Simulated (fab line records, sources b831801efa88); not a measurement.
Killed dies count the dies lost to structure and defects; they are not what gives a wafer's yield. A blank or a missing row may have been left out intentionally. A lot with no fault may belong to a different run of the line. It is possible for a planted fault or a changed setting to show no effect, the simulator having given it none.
The tool behind it: which one? || flow gf180mcu || 14 lots with 42 wafers sampled at 5 steps, on a route of 602 steps

== WHAT EACH GAUGE READ, for each wafer ==
GF_MVPSD_OVL_MEAS_07. Usual: MVPSD_OVL gives 0.0 nm (standard deviation 1.6).
{"lot": "L105", "measured": "day 5 23:20", "on": "overlay-02", "MVPSD_OVL (nm)": "0.5 -1.4 -0.6", "flag": ""}
{"lot": "L106", "measured": "day 6 05:41", "on": "overlay-01", "MVPSD_OVL (nm)": "- - -", "flag": "OFF"}
{"lot": "L107", "measured": "day 6 11:11", "on": "overlay-02", "MVPSD_OVL (nm)": "- - -", "flag": "OFF"}
{"lot": "L113", "measured": "day 8 01:29", "on": "overlay-02", "MVPSD_OVL (nm)": "-1.6 -0.5 -0.5", "flag": ""}
{"lot": "L114", "measured": "day 8 05:17", "on": "overlay-02", "MVPSD_OVL (nm)": "-0.8 -1.2 0.0", "flag": ""}
{"lot": "L115", "measured": "day 8 12:56", "on": "overlay-02", "MVPSD_OVL (nm)": "2.6 -0.6 1.1", "flag": ""}
{"lot": "L116", "measured": "day 8 18:08", "on": "overlay-01", "MVPSD_OVL (nm)": "-0.4 -0.7 -0.7", "flag": ""}
{"lot": "L118", "measured": "day 9 07:05", "on": "overlay-01", "MVPSD_OVL (nm)": "-0.3 1.7 -1.5", "flag": ""}
{"lot": "L119", "measured": "day 9 11:44", "on": "overlay-01", "MVPSD_OVL (nm)": "-1.1 -1.1 -0.6", "flag": ""}
{"lot": "L120", "measured": "day 9 18:53", "on": "overlay-01", "MVPSD_OVL (nm)": "-0.7 0.6 -0.6", "flag": ""}
{"lot": "L121", "measured": "day 10 02:02", "on": "overlay-01", "MVPSD_OVL (nm)": "1.8 1.4 1.2", "flag": ""}
{"lot": "L122", "measured": "day 10 06:23", "on": "overlay-01", "MVPSD_OVL (nm)": "-1.8 -1.6 -1.0", "flag": ""}
{"lot": "L123", "measured": "day 10 13:42", "on": "overlay-01", "MVPSD_OVL (nm)": "-1.4 -1.2 -0.1", "flag": ""}
{"lot": "L124", "measured": "day 10 16:56", "on": "overlay-01", "MVPSD_OVL (nm)": "-0.6 0.9 -1.9", "flag": ""}

GF_VT_IMPLANT_TW_MEAS_10. Usual: VT_IMPLANT_TW gives 562 (standard deviation 4.4).
{"lot": "L105", "measured": "day 6 15:28", "on": "film_metro-01", "VT_IMPLANT_TW": "564 565 565", "flag": ""}
{"lot": "L106", "measured": "day 6 21:10", "on": "film_metro-02", "VT_IMPLANT_TW": "694 699 695", "flag": "OFF"}
{"lot": "L107", "measured": "day 7 02:49", "on": "film_metro-04", "VT_IMPLANT_TW": "684 685 681", "flag": "OFF"}
{"lot": "L113", "measured": "day 8 18:10", "on": "film_metro-02", "VT_IMPLANT_TW": "559 560 560", "flag": ""}
{"lot": "L114", "measured": "day 8 22:25", "on": "film_metro-04", "VT_IMPLANT_TW": "555 554 557", "flag": ""}
{"lot": "L115", "measured": "day 9 06:25", "on": "film_metro-02", "VT_IMPLANT_TW": "561 557 561", "flag": ""}
{"lot": "L116", "measured": "day 9 11:59", "on": "film_metro-01", "VT_IMPLANT_TW": "567 569 562", "flag": ""}
{"lot": "L118", "measured": "day 10 00:58", "on": "film_metro-04", "VT_IMPLANT_TW": "558 559 560", "flag": ""}
{"lot": "L119", "measured": "day 10 05:46", "on": "film_metro-04", "VT_IMPLANT_TW": "558 559 556", "flag": ""}
{"lot": "L120", "measured": "day 10 12:34", "on": "film_metro-01", "VT_IMPLANT_TW": "574 572 571", "flag": ""}
{"lot": "L121", "measured": "day 10 20:07", "on": "film_metro-04", "VT_IMPLANT_TW": "555 555 559", "flag": ""}
{"lot": "L122", "measured": "day 11 00:40", "on": "film_metro-02", "VT_IMPLANT_TW": "560 565 564", "flag": ""}
{"lot": "L123", "measured": "day 11 08:04", "on": "film_metro-01", "VT_IMPLANT_TW": "567 568 569", "flag": ""}
{"lot": "L124", "measured": "day 11 11:34", "on": "film_metro-04", "VT_IMPLANT_TW": "561 561 560", "flag": ""}

GF_VT_IMPLANT_TW_MEAS_32. Usual: VT_IMPLANT_3_TW gives 268.1 (standard deviation 2.5).
{"lot": "L105", "measured": "day 7 22:49", "on": "film_metro-02", "VT_IMPLANT_3_TW": "266.9 266.3 265.7", "flag": ""}
{"lot": "L106", "measured": "day 8 04:58", "on": "film_metro-04", "VT_IMPLANT_3_TW": "562.5 560.0 559.2", "flag": "OFF"}
{"lot": "L107", "measured": "day 8 10:19", "on": "film_metro-04", "VT_IMPLANT_3_TW": "558.4 563.0 558.6", "flag": "OFF"}
{"lot": "L113", "measured": "day 10 05:07", "on": "film_metro-02", "VT_IMPLANT_3_TW": "268.6 267.6 267.5", "flag": ""}
{"lot": "L114", "measured": "day 10 08:55", "on": "film_metro-04", "VT_IMPLANT_3_TW": "264.5 265.2 265.3", "flag": ""}
{"lot": "L115", "measured": "day 10 17:22", "on": "film_metro-02", "VT_IMPLANT_3_TW": "266.9 267.9 269.0", "flag": ""}
{"lot": "L116", "measured": "day 10 23:37", "on": "film_metro-01", "VT_IMPLANT_3_TW": "273.0 272.2 271.8", "flag": ""}
{"lot": "L118", "measured": "day 11 13:28", "on": "film_metro-02", "VT_IMPLANT_3_TW": "269.1 269.4 268.0", "flag": ""}
{"lot": "L119", "measured": "day 11 18:16", "on": "film_metro-01", "VT_IMPLANT_3_TW": "270.7 270.6 271.7", "flag": ""}
{"lot": "L120", "measured": "day 12 01:46", "on": "film_metro-01", "VT_IMPLANT_3_TW": "269.8 270.7 270.7", "flag": ""}
{"lot": "L121", "measured": "day 12 09:43", "on": "film_metro-01", "VT_IMPLANT_3_TW": "271.7 271.2 271.9", "flag": ""}
{"lot": "L122", "measured": "day 12 15:55", "on": "film_metro-01", "VT_IMPLANT_3_TW": "270.6 270.1 269.5", "flag": ""}
{"lot": "L123", "measured": "day 12 22:31", "on": "film_metro-02", "VT_IMPLANT_3_TW": "264.6 266.9 267.9", "flag": ""}
{"lot": "L124", "measured": "day 13 01:43", "on": "film_metro-02", "VT_IMPLANT_3_TW": "266.7 267.1 267.6", "flag": ""}

GF_SAB_THK_MEAS_01. Usual: SAB_CVD_00_THK gives 49.9 nm (standard deviation 0.55).
{"lot": "L105", "measured": "day 15 12:54", "on": "film_metro-01", "SAB_CVD_00_THK (nm)": "49.9 49.7 50.4", "flag": ""}
{"lot": "L106", "measured": "day 16 00:17", "on": "film_metro-01", "SAB_CVD_00_THK (nm)": "49.3 50.1 50.4", "flag": ""}
{"lot": "L107", "measured": "day 16 08:08", "on": "film_metro-03", "SAB_CVD_00_THK (nm)": "48.8 49.5 49.9", "flag": ""}
{"lot": "L113", "measured": "day 18 13:42", "on": "film_metro-03", "SAB_CVD_00_THK (nm)": "49.8 49.6 50.6", "flag": ""}
{"lot": "L114", "measured": "day 18 21:08", "on": "film_metro-03", "SAB_CVD_00_THK (nm)": "50.3 49.5 50.4", "flag": ""}
{"lot": "L115", "measured": "day 19 05:26", "on": "film_metro-03", "SAB_CVD_00_THK (nm)": "49.0 50.2 49.6", "flag": ""}
{"lot": "L116", "measured": "day 19 17:08", "on": "film_metro-03", "SAB_CVD_00_THK (nm)": "49.1 50.2 49.3", "flag": ""}
{"lot": "L118", "measured": "day 20 09:44", "on": "film_metro-01", "SAB_CVD_00_THK (nm)": "49.3 49.0 50.0", "flag": ""}
{"lot": "L119", "measured": "day 20 14:35", "on": "film_metro-02", "SAB_CVD_00_THK (nm)": "49.9 49.9 49.9", "flag": ""}
{"lot": "L120", "measured": "day 21 01:05", "on": "film_metro-02", "SAB_CVD_00_THK (nm)": "49.4 49.0 49.9", "flag": ""}
{"lot": "L121", "measured": "day 21 09:02", "on": "film_metro-03", "SAB_CVD_00_THK (nm)": "49.6 49.6 50.5", "flag": ""}
{"lot": "L122", "measured": "day 21 15:17", "on": "film_metro-02", "SAB_CVD_00_THK (nm)": "49.5 49.9 50.8", "flag": ""}
{"lot": "L123", "measured": "day 22 01:46", "on": "film_metro-01", "SAB_CVD_00_THK (nm)": "50.1 49.7 50.6", "flag": ""}
{"lot": "L124", "measured": "day 22 08:20", "on": "film_metro-01", "SAB_CVD_00_THK (nm)": "50.1 50.1 50.6", "flag": ""}

== WHICH TOOL RAN EACH LOT (tool, then ch and the chambers of the sampled wafers, then the start) ==
{"lot": "L105", "GF_MVPSD_COAT_02": "litho_track-02 ch 0, day 5 15:53"}
{"lot": "L106", "GF_MVPSD_COAT_02": "litho_track-03, day 5 22:03"}
{"lot": "L107", "GF_MVPSD_COAT_02": "litho_track-02, day 6 03:23"}
{"lot": "L113", "GF_MVPSD_COAT_02": "litho_track-03 ch 0, day 7 17:08"}
{"lot": "L114", "GF_MVPSD_COAT_02": "litho_track-04 ch 0, day 7 21:05"}
{"lot": "L115", "GF_MVPSD_COAT_02": "litho_track-02 ch 0, day 8 04:42"}
{"lot": "L116", "GF_MVPSD_COAT_02": "litho_track-02 ch 0, day 8 09:44"}
{"lot": "L118", "GF_MVPSD_COAT_02": "litho_track-04 ch 0, day 8 22:20"}
{"lot": "L119", "GF_MVPSD_COAT_02": "litho_track-04 ch 0, day 9 03:10"}
{"lot": "L120", "GF_MVPSD_COAT_02": "litho_track-02 ch 0, day 9 09:44"}
{"lot": "L121", "GF_MVPSD_COAT_02": "litho_track-02 ch 0, day 9 17:00"}
{"lot": "L122", "GF_MVPSD_COAT_02": "litho_track-02 ch 0, day 9 21:32"}
{"lot": "L123", "GF_MVPSD_COAT_02": "litho_track-02 ch 0, day 10 04:15"}
{"lot": "L124", "GF_MVPSD_COAT_02": "litho_track-02 ch 0, day 10 07:59"}
- GF_MVPSD_COAT_02: resist thk 3000 nm.

== AS READ BY THE TOOLS THEMSELVES (means over the sampled wafers that have a number; for cases with no such wafer, the mark the record gives instead) ==
GF_MVPSD_COAT_02. Usual: chill_plate_temp_C 23.01 C, standard deviation 0.11; dispense_pressure_kPa 52.2 kPa, standard deviation 1.1.
{"lot": "L105", "tool": "litho_track-02", "chill_plate_temp_C (C)": 22.93, "dispense_pressure_kPa (kPa)": 51.4, "flag": ""}
{"lot": "L106", "tool": "litho_track-03", "chill_plate_temp_C (C)": "-", "dispense_pressure_kPa (kPa)": "-", "flag": "OFF"}
{"lot": "L107", "tool": "litho_track-02", "chill_plate_temp_C (C)": "-", "dispense_pressure_kPa (kPa)": "-", "flag": "OFF"}
{"lot": "L113", "tool": "litho_track-03", "chill_plate_temp_C (C)": 22.93, "dispense_pressure_kPa (kPa)": 52.2, "flag": ""}
{"lot": "L114", "tool": "litho_track-04", "chill_plate_temp_C (C)": 23.07, "dispense_pressure_kPa (kPa)": 54.3, "flag": ""}
{"lot": "L115", "tool": "litho_track-02", "chill_plate_temp_C (C)": 22.94, "dispense_pressure_kPa (kPa)": 51.4, "flag": ""}
{"lot": "L116", "tool": "litho_track-02", "chill_plate_temp_C (C)": 23.02, "dispense_pressure_kPa (kPa)": 51.4, "flag": ""}
{"lot": "L118", "tool": "litho_track-04", "chill_plate_temp_C (C)": 23.07, "dispense_pressure_kPa (kPa)": 54.3, "flag": ""}
{"lot": "L119", "tool": "litho_track-04", "chill_plate_temp_C (C)": 23.04, "dispense_pressure_kPa (kPa)": 54.3, "flag": ""}
{"lot": "L120", "tool": "litho_track-02", "chill_plate_temp_C (C)": 23.18, "dispense_pressure_kPa (kPa)": 51.4, "flag": ""}
{"lot": "L121", "tool": "litho_track-02", "chill_plate_temp_C (C)": 23.02, "dispense_pressure_kPa (kPa)": 51.3, "flag": ""}
{"lot": "L122", "tool": "litho_track-02", "chill_plate_temp_C (C)": 23.02, "dispense_pressure_kPa (kPa)": 51.3, "flag": ""}
{"lot": "L123", "tool": "litho_track-02", "chill_plate_temp_C (C)": 22.83, "dispense_pressure_kPa (kPa)": 51.4, "flag": ""}
{"lot": "L124", "tool": "litho_track-02", "chill_plate_temp_C (C)": 23.06, "dispense_pressure_kPa (kPa)": 51.3, "flag": ""}

== THE ANSWER, worked out from the rows above alone ==
Rule: a lot is off if the mean of its wafers that have a number lies more than 3 standard deviations from the usual mean. A lot without any number at a reading at which 4 lots or more have one is off too. The other lots that the step has rows for count as sound. Order of review: gauges by route order, followed by the tools' own readings, for which a lot's mean as printed above is used. The first step at which some lot is off is used, and at that step the reading that is off furthest; a lot without a number counts as furthest.
Off: L106, L107, seen at GF_MVPSD_OVL_MEAS_07 (MVPSD_OVL). Without a number there: L106, L107.
If a tool, at a process step before that reading, ran all the lots that are off and no sound lot after the first of them, it fits. Not tried: the gauges at GF_MVPSD_OVL_MEAS_07; whatever is off there is also off at GF_VT_IMPLANT_TW_MEAS_10, on other tools, and gauge error can't account for it. Of those tried, none fits.

== WHAT THE SIMULATOR HAD INSERTED ==
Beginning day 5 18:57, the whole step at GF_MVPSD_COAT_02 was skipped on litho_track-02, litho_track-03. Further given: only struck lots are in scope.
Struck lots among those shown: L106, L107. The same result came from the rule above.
